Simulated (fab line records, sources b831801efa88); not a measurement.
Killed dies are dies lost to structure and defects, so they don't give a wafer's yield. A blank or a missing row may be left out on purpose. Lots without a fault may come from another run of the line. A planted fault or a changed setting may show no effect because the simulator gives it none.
Split-lot experiment | flow sky130 | 5 lots, 23 wafers read, on a route of 708 steps

THE SPLIT
At SKY_FIELD_ISO_OXIDATION_22 (stabilise 600 s, purge 300 s, target thk 10 nm), the setting temp_c was moved away from the recipe's 950 C on 10 of the 23 wafers read, by -2.1% to +1.3%. The other wafers ran this setting at the recipe's value.

The file shows no step between the split and the reading.

THE READING
FIELD_ISO_OXIDATION_01_THK, in nm, at SKY_FIELD_ISO_THK_MEAS_23. Fault-free wafers of this fab line usually give 10.00 nm, standard deviation 0.18 nm.

wafer  | tool, chamber at the split | temp_c as run, C | against the recipe | FIELD_ISO_OXIDATION_01_THK, nm | against lot-mates on the recipe
L075.1 | -, -                       | 930.2            | -2.1%              | 7.75                           | no lot-mate on the recipe
L075.2 | -, -                       | 930.2            | -2.1%              | 7.93                           | no lot-mate on the recipe
L075.3 | -, -                       | 930.2            | -2.1%              | 7.81                           | no lot-mate on the recipe
L075.5 | -, -                       | 930.2            | -2.1%              | 7.93                           | no lot-mate on the recipe
L075.6 | -, -                       | 930.2            | -2.1%              | 7.83                           | no lot-mate on the recipe
L076.2 | -, -                       | 950              | recipe             | 10.21                          | -
L076.3 | -, -                       | 950              | recipe             | 10.13                          | -
L076.4 | -, -                       | 950              | recipe             | 10.22                          | -
L076.5 | -, -                       | 950              | recipe             | 10.21                          | -
L076.6 | -, -                       | 950              | recipe             | 10.07                          | -
L079.3 | furnace-02, 0              | 950              | recipe             | 9.73                           | -
L079.5 | furnace-02, 0              | 950              | recipe             | 9.81                           | -
L079.6 | furnace-02, 0              | 950              | recipe             | 9.82                           | -
L082.1 | -, -                       | 950              | recipe             | 9.73                           | -
L082.2 | -, -                       | 950              | recipe             | 10.00                          | -
L082.3 | -, -                       | 950              | recipe             | 9.90                           | -
L082.4 | -, -                       | 950              | recipe             | 10.14                          | -
L082.5 | -, -                       | 950              | recipe             | 10.04                          | -
L084.1 | -, -                       | 962.8            | +1.3%              | 11.93                          | no lot-mate on the recipe
L084.2 | -, -                       | 962.8            | +1.3%              | 12.00                          | no lot-mate on the recipe
L084.4 | -, -                       | 962.8            | +1.3%              | 11.99                          | no lot-mate on the recipe
L084.5 | -, -                       | 962.8            | +1.3%              | 12.02                          | no lot-mate on the recipe
L084.6 | -, -                       | 962.8            | +1.3%              | 12.06                          | no lot-mate on the recipe

THE FIT
A straight line over all 23 wafers: FIELD_ISO_OXIDATION_01_THK changes by +1.18 nm for each +1% of temp_c; r = +0.99; the points scatter about the line by 0.24 nm.
Too few moved wafers have a lot-mate on the recipe to fit a line with each lot's own level taken away.

THE WHOLE CHAIN: every reading that the file lists as answering this split, in the file's order
step                       | what it does                                   | reading                                                                                | change (the file's fit)              | r (the file's)
SKY_FIELD_ISO_OXIDATION_22 | stabilise 600 s, purge 300 s, target thk 10 nm | SiO2_of_FIELD_ISO_OXIDATION_22.thk_nm (the simulator's own value, which no gauge read) | +1.18 nm for each +1% of the setting | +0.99
SKY_FIELD_ISO_THK_MEAS_23  |                                                | FIELD_ISO_OXIDATION_01_THK                                                             | +1.18 for each +1% of the setting    | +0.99

THE FILE'S OWN FIT
FIELD_ISO_OXIDATION_01_THK changes by +1.18 nm for each +1% of temp_c, r = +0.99.
